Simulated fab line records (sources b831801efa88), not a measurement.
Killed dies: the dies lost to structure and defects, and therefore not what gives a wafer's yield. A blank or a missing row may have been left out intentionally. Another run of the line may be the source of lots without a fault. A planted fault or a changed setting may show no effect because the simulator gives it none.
Chamber matching -- flow sfqLine -- SFQ_TRILAYER_I6_DEP_PECVD_165 on pecvd-02 has 3 sister chambers
The step deposits SiO2 from SiH4/N2O, time 111.11 s, target thk 500 nm. 6 wafers are shown with their chamber, then 7 later ones without.

## WAFERS WITH THEIR CHAMBER
wafer,chamber,throttleValvePct (%),heaterPowerW (W)
L144.6,2,26.8,99
L147.2,0,26.2,76
L147.3,1,24.2,85
L147.4,1,24.1,68
L149.1,0,25.8,75
L149.3,2,27.0,99

## WAFERS WITH NO CHAMBER GIVEN
wafer,throttleValvePct (%),heaterPowerW (W)
L149.4,24.3,81
L150.1,24.6,79
L150.3,26.9,104
L150.4,24.1,80
L152.4,27.0,99
L152.5,24.4,70
L152.6,27.0,102

## WHICH CHAMBER EACH WENT THROUGH
wafer,from the rows above,in truth
L149.4,1,1
L150.1,1,1
L150.3,2,2
L150.4,1,1
L152.4,2,2
L152.5,1,1
L152.6,2,2
7 of 7 placed correctly. Number that these rows cannot place: 0. Wrongly placed: 0.
How it was worked out, from the rows above alone: a wafer's distance from a chamber is the root of the sum, over the readings, of the square of ((its reading less the chamber's mean) divided by the reading's scatter). The wafer belongs to the nearest chamber; if the next one is less than 2 further off, it can't be placed. For every chamber, the mean is computed from those of its wafers that are shown. The scatter is the square root of a quotient: the sum, over the shown wafers, of each reading's squared deviation from its chamber's mean, divided by wafers minus chambers.
